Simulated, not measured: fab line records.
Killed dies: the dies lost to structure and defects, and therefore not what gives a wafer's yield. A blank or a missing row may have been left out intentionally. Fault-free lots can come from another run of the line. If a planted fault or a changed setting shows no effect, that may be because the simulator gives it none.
The tool behind it: which one? | flow gf180mcu | route of 602 steps, sampled at 1 step: 12 lots, 36 wafers

== WHAT EACH GAUGE READ, for each wafer ==
GF_CONTACT_BOW_MEAS_05.
lot  | measured     | on            | CONTACT_BOW (um)
L075 | day 15 12:28 | film_metro-03 | 62 70 57
L077 | day 15 20:28 | film_metro-02 | 64 50 65
L079 | day 16 19:09 | film_metro-03 | 61 64 59
L081 | day 17 15:56 | film_metro-02 | 65 69 72
L083 | day 18 09:39 | film_metro-04 | 57 66 51
L085 | day 19 11:18 | film_metro-03 | 74 67 65
L087 | day 19 20:14 | film_metro-02 | 61 57 60
L089 | day 20 18:41 | film_metro-04 | 67 66 64
L091 | day 21 08:29 | film_metro-02 | 65 51 61
L093 | day 21 22:16 | film_metro-04 | 61 68 75
L095 | day 22 12:20 | film_metro-04 | 61 60 59
L097 | day 23 05:55 | film_metro-04 | 62 74 71

== WHICH TOOL RAN EACH LOT (tool, then ch and the chambers of the sampled wafers, then the start) ==
No process step before these readings appears in the record.

== THE ANSWER, worked out from the rows above alone ==
Rule: the lots themselves supply what counts as usual. The widest of any qualifying gaps counts: lots, ordered by their means at a reading, are off when they make up no more than a third of the lots, leave a main group of 4 or more, and stand apart from it by 3 or more times the standard deviation of that group's means. A main group whose means are all the same, to the digits that the tables above print for the reading, isn't used. Also off: a lot with no number at a reading for which 4 or more lots have one. All remaining lots with rows at the step are treated as sound.
Across all readings shown, no lot is off: no conclusion can be drawn from this.

== WHAT THE SIMULATOR HAD PUT IN ==
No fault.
